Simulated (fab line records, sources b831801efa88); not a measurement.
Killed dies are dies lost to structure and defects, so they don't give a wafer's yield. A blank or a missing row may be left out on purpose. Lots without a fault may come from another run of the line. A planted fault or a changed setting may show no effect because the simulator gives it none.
fab line records | flow sfq_line
record lots=15 wafers=45 last_day=81
route steps=325 shown M5@204 I5@238 C5@247 I7@307
lots that met no fault: from a run of the same line without faults
start_h: hours from the record's first day to the start of the lot's first wafer shown | wait_h: hours since the lot's step before | " the same as in the row above | L1.1+2: a row that stands for several wafers | - no value, or no start given | * or withheld: withheld | < > ~ a bound
route shown NAME@n: a module of which the file shows steps, and the number in the route of the first | usual: mean/standard deviation of fault-free wafers | same: alike in all rows | chamber/n: place in a boat | sites: the reading at each site | _std_site: their standard deviation | _edge_site: outer sites' mean less inner sites' | radius_mm: how far each site lies from the wafer's centre | mask NAME#n: copy n | behind: the tool/chamber that last shaped the wafer | hold: why the lot was held/for how many hours/how that ended | device: the transistor (n, p or np) that didn't switch | end of line: the same wafers' tests at the end of the route | a step without rows: its recipe alone | killed: dies lost to structure and defects at the first sort, not the wafer's yield | map: a wafer's dies, x killed, . not, _ none there
set.NAME: the setting as run; set.NAME@STEP: as run at that earlier step | model.NAME: the simulator's own value behind a step, which no gauge read
steps of the route over a sample of lots; a table a step, a row a wafer
services: from which hour (start_h, from the record's first day; less than 0 if before it) a tool's chamber was out of use, for how many hours, and why
## steps
# step SFQ_M5_OVL_MEAS_932
# usual M5_OVL=0/4.6
# columns lot.wafer tool chamber start_h wait_h M5_OVL[nm]
L806.2 overlay-02 - 1025.86 0.1 -5
L806.4 " - " " -9
L806.6 " - " " -8
L807.3 overlay-02 - 1027.07 0.1 0
L807.4 " - " " 1
L807.5 " - " " 4
L811.4 overlay-02 - 1070.40 0.1 1
L811.5 " - " " 9
L811.6 " - " " 0
L812.3 overlay-02 - 1071.59 0.1 0
L812.4 " - " " -15
L812.5 " - " " -5
L813.1 overlay-02 - 1072.78 0.1 1
L813.3 " - " " 4
L813.6 " - " " 2
L814.1 overlay-02 - 1116.53 0.1 -2
L814.2 " - " " -2
L814.4 " - " " -5
L816.1 overlay-01 - 1138.13 0.1 6
L816.3 " - " " 5
L816.4 " - " " 1
L820.1 overlay-01 - 1423.09 0.1 0
L820.2 " - " " 10
L820.6 " - " " 0
L821.3 overlay-02 - 1424.30 0.1 -13
L821.4 " - " " 0
L821.6 " - " " -8
L822.2 overlay-01 - 1425.50 0.1 3
L822.5 " - " " 1
L822.6 " - " " -1
L823.1 overlay-02 - 1426.69 0.1 2
L823.5 " - " " 2
L823.6 " - " " -2
L824.1 overlay-02 - 1427.89 0.1 -1
L824.3 " - " " -2
L824.5 " - " " 1
L826.2 overlay-01 - 1436.71 0.1 4
L826.4 " - " " 7
L826.5 " - " " 1
L828.1 overlay-01 - 1439.10 0.1 -8
L828.4 " - " " 1
L828.5 " - " " -3
L829.2 overlay-01 - 1440.31 0.1 4
L829.4 " - " " 3
L829.5 " - " " 0
# step SFQ_TRILAYER_I5_STRIP_STRIP_148
# recipe gas=O2 power_w=200 platen_temp_c=40 overash_fraction=0.65 chemistry=O2 pressure_mtorr=50
# usual chamber_pressure_mTorr=50.00/0.049 drypump_motor_current_A=5.9/0.44 oes_product_au=1.005/0.0089
# columns lot.wafer tool chamber start_h wait_h chamber_pressure_mTorr drypump_motor_current_A oes_product_au rf_hours_counter_h
L806.2 rie_metal-02 0 1233.07 - 49.97 6.5 0.998 126
L806.4 " 1 " " 49.97 5.2 1.007 -
L806.6 " 0 " " 50.01 6.5 1.005 -
L807.3 rie_metal-04 0 1236.87 - 49.91 6.4 1.012 -
L807.4 " 1 " " 50.10 5.7 0.996 -
L807.5 " 1 " " 50.02 5.7 1.002 -
L811.4 rie_metal-03 1 1245.34 - 49.97 6.3 1.000 -
L811.5 " 1 " " 49.92 6.3 1.017 -
L811.6 " 0 " " 50.00 5.5 0.998 -
L812.3 rie_metal-04 0 1250.07 - 50.07 6.3 1.017 -
L812.4 " 1 " " 49.97 5.7 1.000 -
L812.5 " 0 " " 50.06 6.3 1.016 -
L813.1 rie_metal-04 1 1253.47 - 50.05 5.7 0.992 42
L813.3 " 1 " " 49.99 5.7 0.997 -
L813.6 " 0 " " 50.02 6.3 1.016 -
L814.1 rie_metal-03 1 1258.27 - 50.01 6.3 1.008 27
L814.2 " 0 " " 49.94 5.6 1.006 59
L814.4 " 0 " " 50.06 5.6 0.996 -
L816.1 rie_metal-02 1 1268.13 - 49.96 5.2 1.008 26
L816.3 " 0 " " 49.96 6.5 1.001 -
L816.4 " 1 " " 49.99 5.2 1.009 -
L820.1 rie_metal-03 1 1464.20 - 50.04 6.3 1.001 53
L820.2 " 0 " " 49.99 5.6 1.000 85
L820.6 " 1 " " 50.00 6.3 0.999 -
L821.3 rie_metal-02 1 1630.50 - 49.97 5.2 1.020 -
L821.4 " 0 " " 50.03 6.5 1.023 -
L821.6 " 0 " " 49.97 6.5 1.025 -
L822.2 rie_metal-03 1 1632.54 - 49.96 6.3 1.015 76
L822.5 " 0 " " 50.09 5.5 1.000 -
L822.6 " 1 " " 49.95 6.3 1.020 -
L823.1 rie_metal-04 1 1633.74 - 49.96 5.7 0.998 101
L823.5 " 1 " " 49.98 5.7 0.993 -
L823.6 " 0 " " 49.98 6.3 1.010 -
L824.1 rie_metal-03 0 1634.94 - 50.03 5.5 0.998 112
L824.3 " 0 " " 49.99 5.5 0.994 -
L824.5 " 1 " " 50.03 6.3 1.013 -
L826.2 rie_metal-03 1 1637.34 - 49.94 6.3 1.002 76
L826.4 " 1 " " 50.05 6.3 0.997 -
L826.5 " 0 " " 49.97 5.6 0.997 -
L828.1 rie_metal-04 0 1640.94 - 49.98 6.3 0.999 8
L828.4 " 1 " " 50.00 5.7 1.007 -
L828.5 " 1 " " 50.00 5.7 0.994 -
L829.2 rie_metal-04 0 1645.84 - 50.02 6.3 0.998 9
L829.4 " 1 " " 49.92 5.7 1.005 -
L829.5 " 1 " " 50.05 5.7 0.993 -
# step SFQ_TRILAYER_C5_BARC_OPEN_VIA_ETCH_210
# recipe mask_material=PR chemistry=O2 target_depth_nm=125 target=BARC source_w=500 bias_w=80 pressure_mtorr=30 time_s=41.7
# usual chamber_pressure_mTorr=29.99/0.033 drypump_motor_current_A=5.6/0.66 oes_product_au=0.685/0.0045 rf_fwd_power_W=494.7/2
# columns lot.wafer tool chamber start_h wait_h chamber_pressure_mTorr drypump_motor_current_A oes_product_au rf_fwd_power_W rf_hours_counter_h
L806.2 rie_diel-02 0 1236.13 0.0 30.07 6.4 0.687 493.9 4
L806.4 " 2 " " 29.97 5.4 0.688 495.1 13
L806.6 " 2 " " 29.97 5.4 0.678 496.1 -
L807.3 rie_diel-02 1 1239.73 0.0 30.01 5.4 0.687 492.2 11
L807.4 " 3 " " 30.00 6.2 0.682 493.3 17
L807.5 " 3 " " 29.98 6.2 0.689 492.1 -
L811.4 rie_diel-03 2 1248.33 0.0 30.01 6.3 0.690 493.9 13
L811.5 " 2 " " 29.99 6.3 0.690 493.4 -
L811.6 " 3 " " 30.02 5.0 0.686 494.8 -
L812.3 rie_diel-02 3 1252.93 0.0 29.97 6.2 0.684 494.1 17
L812.4 " 0 " " 30.01 6.4 0.686 494.2 5
L812.5 " 3 " " 30.01 6.2 0.685 495.5 -
L813.1 rie_diel-01 0 1256.53 0.0 29.99 6.6 0.680 495.1 15
L813.3 " 1 " " 29.96 4.8 0.680 492.0 13
L813.6 " 2 " " 30.02 5.1 0.691 498.2 -
L814.1 rie_diel-02 1 1261.66 0.0 30.01 5.4 0.678 490.8 11
L814.2 " 3 " " 29.99 6.2 0.695 494.8 17
L814.4 " 0 " " 29.98 6.4 0.676 499.0 5
L816.1 rie_diel-01 0 1271.19 0.0 30.00 6.6 0.688 493.5 15
L816.3 " 3 " " 29.97 4.9 0.685 493.5 9
L816.4 " 1 " " 29.98 4.8 0.688 494.8 13
L820.1 rie_diel-03 2 1550.53 0.0 30.02 6.4 0.692 491.4 19
L820.2 " 0 " " 29.97 6.4 0.685 493.6 9
L820.6 " 2 " " 29.98 6.4 0.672 493.1 -
L821.3 rie_diel-01 1 1651.71 0.0 30.06 4.8 0.687 493.6 19
L821.4 " 2 " " 30.00 5.1 0.685 496.6 3
L821.6 " 3 " " 30.00 4.9 0.675 494.3 -
L822.2 rie_diel-02 2 1652.91 0.0 30.02 5.4 0.685 498.1 20
L822.5 " 2 " " 29.96 5.4 0.685 498.6 -
L822.6 " 3 " " 30.01 6.3 0.680 495.2 -
L823.1 rie_diel-01 1 1654.11 0.0 30.04 4.8 0.680 498.0 19
L823.5 " 0 " " 29.97 6.6 0.693 493.7 -
L823.6 " 3 " " 29.99 4.9 0.687 496.6 -
L824.1 rie_diel-03 2 1655.31 0.0 29.96 6.4 0.682 494.7 21
L824.3 " 3 " " 29.97 5.0 0.672 496.2 20
L824.5 " 3 " " 30.01 5.0 0.679 494.0 -
L826.2 rie_diel-03 3 1658.91 0.0 30.00 5.0 0.686 494.3 20
L826.4 " 1 " " 29.97 5.6 0.683 492.7 1
L826.5 " 3 " " 30.01 5.0 0.682 494.5 -
L828.1 rie_diel-02 1 1663.71 0.0 29.97 5.4 0.684 494.4 18
L828.4 " 3 " " 29.99 6.3 0.697 493.2 2
L828.5 " 0 " " 29.95 6.4 0.691 494.4 -
L829.2 rie_diel-01 2 1664.91 0.0 29.97 5.1 0.688 499.7 3
L829.4 " 1 " " 30.03 4.8 0.681 494.4 19
L829.5 " 0 " " 30.00 6.5 0.684 493.4 -
# step SFQ_TRILAYER_I7_VIA_BARC_OPEN_VIA_ETCH_260
# recipe mask_material=PR chemistry=O2 target_depth_nm=125 target=BARC source_w=500 bias_w=80 pressure_mtorr=30 time_s=41.7
# usual chamber_pressure_mTorr=29.998/0.025 drypump_motor_current_A=5.8/0.49 oes_product_au=0.686/0.0047 rf_fwd_power_W=494.4/1.8
# columns lot.wafer tool chamber start_h wait_h chamber_pressure_mTorr drypump_motor_current_A oes_product_au rf_fwd_power_W rf_hours_counter_h
L806.2 rie_diel-03 1 1527.73 0.0 30.005 5.6 0.682 492.7 22
L806.4 " 2 " " 30.019 6.3 0.691 492.9 19
L806.6 " 1 " " 29.988 5.6 0.690 493.8 -
L807.3 rie_diel-03 2 1529.98 0.0 30.011 6.4 0.679 491.7 19
L807.4 " 3 " " 29.983 5.0 0.682 491.9 18
L807.5 " 2 " " 30.012 6.4 0.684 494.1 -
L811.4 rie_diel-03 2 1593.14 0.0 30.007 6.3 0.686 492.7 19
L811.5 " 0 " " 29.987 6.5 0.682 496.5 -
L811.6 " 1 " " 30.006 5.6 0.687 493.3 -
L812.3 rie_diel-03 1 1606.55 0.0 30.044 5.6 0.681 415.5 0
L812.4 " 0 " " 29.971 6.4 0.682 415.8 9
L812.5 " 1 " " 30.024 5.6 0.681 417.1 -
L813.1 rie_diel-03 1 1619.31 0.0 29.993 5.6 0.679 415.6 0
L813.3 " 3 " " 29.989 5.0 0.684 414.1 19
L813.6 " 1 " " 30.017 5.6 0.685 413.7 -
L814.1 rie_diel-03 1 1631.15 0.0 30.040 5.6 0.687 413.7 0
L814.2 " 3 " " 29.992 5.0 0.689 414.4 19
L814.4 " 0 " " 30.023 6.4 0.685 415.6 10
L816.1 rie_diel-04 0 1698.45 0.0 30.009 6.1 0.688 498.8 9
L816.3 " 3 " " 29.922 5.5 0.681 495.1 5
L816.4 " 2 " " 29.988 6.1 0.677 491.5 19
L820.1 rie_diel-03 0 1714.35 0.0 30.024 6.5 0.686 493.6 11
L820.2 " 3 " " 29.984 5.0 0.682 495.1 20
L820.6 " 1 " " 29.990 5.6 0.688 492.7 -
L821.3 rie_diel-04 0 1844.54 0.0 30.031 6.1 0.685 494.9 12
L821.4 " 2 " " 29.954 6.1 0.682 494.1 22
L821.6 " 0 " " 29.985 6.1 0.693 494.9 -
L822.2 rie_diel-02 2 1846.94 0.0 30.000 5.4 0.685 496.0 1
L822.5 " 0 " " 29.959 6.4 0.680 493.4 -
L822.6 " 2 " " 30.014 5.4 0.692 492.0 -
L823.1 rie_diel-04 0 1849.34 0.0 29.962 6.1 0.682 496.3 12
L823.5 " 1 " " 29.955 5.4 0.697 494.4 -
L823.6 " 2 " " 29.988 6.1 0.674 493.7 -
L824.1 rie_diel-03 2 1850.54 0.0 29.972 6.4 0.687 491.9 0
L824.3 " 3 " " 29.967 5.0 0.698 495.0 0
L824.5 " 1 " " 29.991 5.6 0.686 493.3 -
L826.2 rie_diel-03 3 1854.14 0.0 29.973 5.0 0.686 494.5 0
L826.4 " 1 " " 30.001 5.6 0.689 492.3 5
L826.5 " 3 " " 29.993 5.0 0.695 493.1 -
L828.1 rie_diel-02 0 1862.54 0.0 30.030 6.4 0.685 495.3 15
L828.4 " 1 " " 29.972 5.4 0.681 492.9 1
L828.5 " 3 " " 30.038 6.3 0.683 494.7 -
L829.2 rie_diel-04 1 1864.94 0.0 30.007 5.4 0.681 497.7 22
L829.4 " 0 " " 29.969 6.1 0.691 493.7 12
L829.5 " 3 " " 30.000 5.6 0.686 492.0 -
## services
# columns tool chamber start_h hours kind
rie_diel-02 2 1213.18 3.5 repair
rie_diel-03 0 1242.92 4.4 repair
rie_diel-03 2 1248.76 3.5 repair
rie_diel-03 0 1249.19 4.9 repair
rie_diel-03 3 1254.10 6.9 repair
rie_diel-02 - 1260.12 0.2 repair
rie_metal-04 - 1313.00 1.2 repair
rie_diel-02 2 1326.62 62.8 repair
rie_diel-03 2 1356.07 11.3 repair
rie_diel-03 1 1364.95 34.3 repair
rie_diel-03 - 1377.53 2.8 pm
rie_diel-03 0 1388.57 2.5 repair
rie_metal-03 - 1435.74 28.1 pm
rie_diel-03 3 1463.66 6.4 repair
rie_metal-03 1 1490.74 13.0 repair
rie_metal-04 - 1576.27 0.4 repair
rie_diel-02 3 1586.30 6.0 repair
rie_diel-02 1 1595.10 4.3 repair
rie_diel-03 2 1678.60 7.3 repair
rie_diel-03 - 1681.69 0.1 repair
rie_diel-02 2 1810.25 12.7 repair
rie_diel-02 - 1816.59 4.0 pm
rie_diel-02 1 1840.74 13.9 repair
rie_diel-03 3 1845.05 5.3 repair
## key
first_sign step=SFQ_TRILAYER_I7_VIA_BARC_OPEN_VIA_ETCH_260 reading=rf_fwd_power_W direction=down sigmas=44 usual=494.4 struck=415.1
effect none on later readings
met_at SFQ_TRILAYER_I7_VIA_BARC_OPEN_VIA_ETCH_260
struck_lots L812,L813,L814
not_acting_at SFQ_M5_OVL_MEAS_932,SFQ_TRILAYER_I5_STRIP_STRIP_148,SFQ_TRILAYER_C5_BARC_OPEN_VIA_ETCH_210
onset_between 1593.14 1606.55
fault kind=process_parameter_drift tool=rie_diel-03 chamber=- onset_h=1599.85 steps=SFQ_TRILAYER_I7_VIA_BARC_OPEN_VIA_ETCH_260 channel=source_w offset=-80 shape=step end_h=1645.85 acts_in=these_recipes_only stated=500
